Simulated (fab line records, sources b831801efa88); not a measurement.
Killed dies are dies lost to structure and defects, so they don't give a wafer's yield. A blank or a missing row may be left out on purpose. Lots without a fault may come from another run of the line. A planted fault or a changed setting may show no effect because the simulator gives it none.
fab line records | flow sky130
record lots=5 wafers=15 last_day=50
route steps=708 shown LI_CONTACT@365
lots that met no fault: from a run of the same line without faults
start_h: hours from the record's first day to the start of the lot's first wafer shown | wait_h: hours since the lot's step before | " the same as in the row above | L1.1+2: a row that stands for several wafers | - no value, or no start given | * or withheld: withheld | < > ~ a bound
route shown NAME@n: a module of which the file shows steps, and the number in the route of the first | usual: mean/standard deviation of fault-free wafers | same: alike in all rows | chamber/n: place in a boat | sites: the reading at each site | _std_site: their standard deviation | _edge_site: outer sites' mean less inner sites' | radius_mm: how far each site lies from the wafer's centre | mask NAME#n: copy n | behind: the tool/chamber that last shaped the wafer | hold: why the lot was held/for how many hours/how that ended | device: the transistor (n, p or np) that didn't switch | end of line: the same wafers' tests at the end of the route | a step without rows: its recipe alone | killed: dies lost to structure and defects at the first sort, not the wafer's yield | map: a wafer's dies, x killed, . not, _ none there
set.NAME: the setting as run; set.NAME@STEP: as run at that earlier step | model.NAME: the simulator's own value behind a step, which no gauge read
lots at some steps of the route; a table a step, a row a wafer
services: from which hour (start_h, from the record's first day; less than 0 if before it) a tool's chamber was out of use, for how many hours, and why
## steps
# step SKY_LI_CONTACT_BOW_MEAS_03
# recipe mode=bow
# usual LI_CONTACT_BOW=55/6.2
# columns lot.wafer tool chamber start_h wait_h LI_CONTACT_BOW[um]
L074.1 film_metro-03 - 648.43 0.2 55
L074.2 " - " " 55
L074.3 " - " " 55
L086.3 film_metro-03 - 751.60 0.2 58
L086.4 " - " " 59
L086.5 " - " " 63
L087.1 film_metro-04 - 757.41 0.2 47
L087.3 " - " " 52
L087.6 " - " " 61
L091.4 film_metro-04 - 795.92 0.3 50
L091.5 " - " " 64
L091.6 " - " " 53
L097.3 film_metro-04 - 826.45 0.2 52
L097.5 " - " " 46
L097.6 " - " " 62
# step SKY_LI_CONTACT_DEHYDRATE_04
# recipe temp_c=200 time_s=60
# columns lot.wafer tool chamber start_h wait_h
L074.1+2+3 litho_track-02 0 661.81 13.4
L086.3+4+5 litho_track-03 0 765.02 13.4
L087.1+3+6 litho_track-04 0 769.90 12.5
L091.4+5+6 litho_track-04 0 808.63 12.7
L097.3+5+6 litho_track-02 0 839.47 13.0
# step SKY_LI_CONTACT_HMDS_05
# recipe prime_time_s=60 prime_temp_c=120
# usual prime_temp_c=119.99/0.12
# columns lot.wafer tool chamber start_h wait_h prime_temp_c
L074.1 litho_track-02 0 661.96 0.1 119.90
L074.2 " 0 " " 119.73
L074.3 " 0 " " 120.12
L086.3 litho_track-03 0 765.17 0.1 119.71
L086.4 " 0 " " 119.88
L086.5 " 0 " " 119.92
L087.1 litho_track-04 0 770.05 0.1 120.04
L087.3 " 0 " " 119.99
L087.6 " 0 " " 120.15
L091.4 litho_track-04 0 808.78 0.1 120.10
L091.5 " 0 " " 119.99
L091.6 " 0 " " 120.10
L097.3 litho_track-02 0 839.62 0.1 120.07
L097.5 " 0 " " 120.03
L097.6 " 0 " " 119.92
# step SKY_LI_CONTACT_COAT_06
# recipe resist=BARC temp_c=withheld time_s=withheld spin_rpm=3000 resist_thk_nm=60
# columns lot.wafer tool chamber start_h wait_h
L074.1+2+3 litho_track-02 0 662.11 0.1
L086.3+4+5 litho_track-03 0 765.32 0.1
L087.1+3+6 litho_track-04 0 770.20 0.1
L091.4+5+6 litho_track-04 0 808.93 0.1
L097.3+5+6 litho_track-02 0 839.77 0.1
# step SKY_LI_CONTACT_COAT_07
# recipe resist=KrF-thick spin_rpm=3000 resist_thk_nm=450
# columns lot.wafer tool chamber start_h wait_h
L074.1+2+3 litho_track-02 0 - -
L086.3+4+5 litho_track-03 0 - -
L087.1+3+6 litho_track-04 0 - -
L091.4+5+6 litho_track-04 0 - -
L097.3+5+6 litho_track-02 0 - -
# step SKY_LI_CONTACT_SOFTBAKE_08
# recipe temp_c=100 time_s=90 resist=KrF-thick
# columns lot.wafer tool chamber start_h wait_h
L074.1+2+3 litho_track-02 0 - -
L086.3+4+5 litho_track-03 0 - -
L087.1+3+6 litho_track-04 0 - -
L091.4+5+6 litho_track-04 0 - -
L097.3+5+6 litho_track-02 0 - -
# step SKY_LI_CONTACT_EXPOSE_09
# recipe mask_id=LICM1 na=0.8 source_shape=annular sigma_inner=0.55 sigma_outer=0.85 target_cd_nm=170 dose_mj=38
# usual reticle_temp_C=23.00/0.1
# same na=0.8
# columns lot.wafer tool chamber start_h wait_h mask reticle_temp_C
L074.1 krf_scanner-01 0 - - LICM1#0 22.93
L074.2 " 0 " " LICM1#0 22.92
L074.3 " 0 " " LICM1#0 22.87
L086.3 krf_scanner-02 0 - - LICM1#0 23.27
L086.4 " 0 " " LICM1#0 23.10
L086.5 " 0 " " LICM1#0 23.20
L087.1 krf_scanner-02 0 - - LICM1#0 23.13
L087.3 " 0 " " LICM1#0 22.99
L087.6 " 0 " " LICM1#0 22.92
L091.4 krf_scanner-01 0 - - LICM1#0 23.12
L091.5 " 0 " " LICM1#0 23.12
L091.6 " 0 " " LICM1#0 23.17
L097.3 krf_scanner-01 0 - - LICM1#0 22.98
L097.5 " 0 " " LICM1#0 23.08
L097.6 " 0 " " LICM1#0 23.12
# step SKY_LI_CONTACT_PEB_10
# recipe peb_temp_c=withheld peb_time_s=withheld resist=KrF-thick
# columns lot.wafer tool chamber start_h wait_h
L074.1+2+3 litho_track-04 0 - -
L086.3+4+5 litho_track-02 0 - -
L087.1+3+6 litho_track-04 0 - -
L091.4+5+6 litho_track-02 0 - -
L097.3+5+6 litho_track-02 0 - -
# step SKY_LI_CONTACT_DEVELOP_11
# recipe develop_time_s=60 resist=KrF-thick dev_temp_c=21
# columns lot.wafer tool chamber start_h wait_h
L074.1+2+3 litho_track-04 0 - -
L086.3+4+5 litho_track-02 0 - -
L087.1+3+6 litho_track-04 0 - -
L091.4+5+6 litho_track-02 0 - -
L097.3+5+6 litho_track-02 0 - -
## services
# columns tool chamber start_h hours kind
krf_scanner-02 - 645.66 3.8 repair
krf_scanner-02 - 649.50 0.8 pm
krf_scanner-01 - 650.25 1.0 pm
krf_scanner-01 - 660.01 0.8 repair
krf_scanner-01 - 676.34 1.3 pm
krf_scanner-01 - 685.60 0.8 pm
krf_scanner-02 - 693.21 1.0 pm
krf_scanner-02 - 698.81 2.2 repair
litho_track-04 - 703.06 - consumable_replace:filter
krf_scanner-02 0 714.45 - calibration
krf_scanner-02 - 733.01 1.3 pm
krf_scanner-01 0 757.73 - calibration
krf_scanner-01 - 767.92 - calibration
krf_scanner-01 - 774.27 0.6 repair
litho_track-03 - 789.14 - consumable_replace:filter
krf_scanner-02 - 816.80 0.8 pm
krf_scanner-01 - 817.60 1.0 pm
krf_scanner-02 - 840.19 2.0 repair
litho_track-04 - 844.95 - consumable_replace:filter
krf_scanner-01 - 852.24 1.3 pm
## key
fault none
